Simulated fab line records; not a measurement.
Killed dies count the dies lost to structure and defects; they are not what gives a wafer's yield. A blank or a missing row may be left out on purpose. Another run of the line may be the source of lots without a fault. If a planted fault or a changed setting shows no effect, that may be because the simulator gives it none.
Code-filled problem report in 8D (eight disciplines) form :: flow gf180mcu :: the parts of the form that need people (team, actions taken, sign-off) are left out

== 1. THE PROBLEM ==
oesProductAu at GF_STI_ETCH_14 reads a mean of 0.679 a.u. on 2 wafers of 2 lots; wafers without a fault read 1.003 a.u. with a standard deviation of 0.0095. Relative to the usual mean, that is a shift of -34 standard deviations.
The step: etches Si in HBr/Cl2/O2, target depth 360 nm, time 102.9 s.
Earliest sighting: wafer L161.1 on rieSi-02 at day 4 00:07. The record holds 36 wafers of 12 lots with a number at this step. Rule for "out", or "out of limits": more than 4 standard deviations from the usual mean. The other wafers with a number count as sound.

== 2. WHAT IT IS, AND WHAT IT ISN'T ==
question: which readings at this step
is: oesProductAu, throttleValvePct
is not: chamberPressureMTorr, drypumpMotorCurrentA

question: which lots
is: L161, L163
is not: L153, L155, L157, L160, L168, L169, L170, L171, L172, L175

question: which wafers of those lots
is: L161.1, L163.4
is not: L161.3, L161.5, L163.3, L163.6

question: read on which tools
is: rieSi-02
is not: rieSi-01

question: when
is: from day 4 00:07
is not: up to then (14 sound wafers); but 20 sound wafers of L163, L168, L169, L170, L171, L172, L175 came after

== 3. WHAT RULES OUT EACH SUSPECT ==
Counting: any tool at a process step up to the reading remains a suspect provided it ran every lot that is out. Sound lots after the first of them don't rule it out here, since some wafers of a struck lot are sound.
- rieSi-02 at GF_STI_ETCH_14 (etches Si in HBr/Cl2/O2, target depth 360 nm, time 102.9 s): kept. Ran every lot that is out, first one L161 (day 4 00:07); last sound lot up to then L160 (day 3 19:01). On those wafers its own readings are out: oesProductAu, throttleValvePct.
After counting, what remains is rieSi-02 at GF_STI_ETCH_14.

== 4. THE CAUSE (what the simulator had put in) ==
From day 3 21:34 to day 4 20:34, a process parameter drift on rieSi-02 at GF_STI_ETCH_14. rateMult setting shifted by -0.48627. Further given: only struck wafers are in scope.
The count eliminated every tool but this one.

== 5. THE EFFECT CHAIN, in route order ==
Each row: a reading whose mean over the struck wafers that have a number lies more than 3 standard deviations from the usual. Readings are gone through only where the record gives a usual standard deviation; hours: the median, over the lots, of the time from a lot's start at the first step in this table giving one to that lot's start at this step; sigmas: the change measured in usual standard deviations.
hours: 0
step: GF_STI_ETCH_14
reading: oesProductAu
usual: 1.003 a.u.
on struck wafers: 0.679
change: -0.323
sigmas: -34

hours: 0
step: GF_STI_ETCH_14
reading: throttleValvePct
usual: 25.656 %
on struck wafers: 25.869
change: +0.213
sigmas: +22

hours: 0
step: GF_STI_STRIP_15
reading: oesProductAu
usual: 0.384 a.u.
on struck wafers: 0.401
change: +0.017
sigmas: +3.2

hours: 0
step: GF_STI_STRIP_15
reading: stripTimeToEndpointS
usual: 3.73 s
on struck wafers: 4.32
change: +0.59
sigmas: +9.9
Here are the process steps it includes:
- GF_STI_ETCH_14: etches Si in HBr/Cl2/O2, target depth 360 nm, time 102.9 s.
- GF_STI_STRIP_15: strips in O2/N2.
Later steps that measure or inspect, where all struck wafers having a row at the step show a number for every such reading and not one has moved that far: GF_STI_THK_MEAS_24, GF_HV_LDD_THK_MEAS_55.

== 6. HOW IT WOULD HAVE BEEN CAUGHT EARLIER ==
In this record the first reading out of limits was taken at day 4 00:07, 3 hours after the fault began at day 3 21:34.
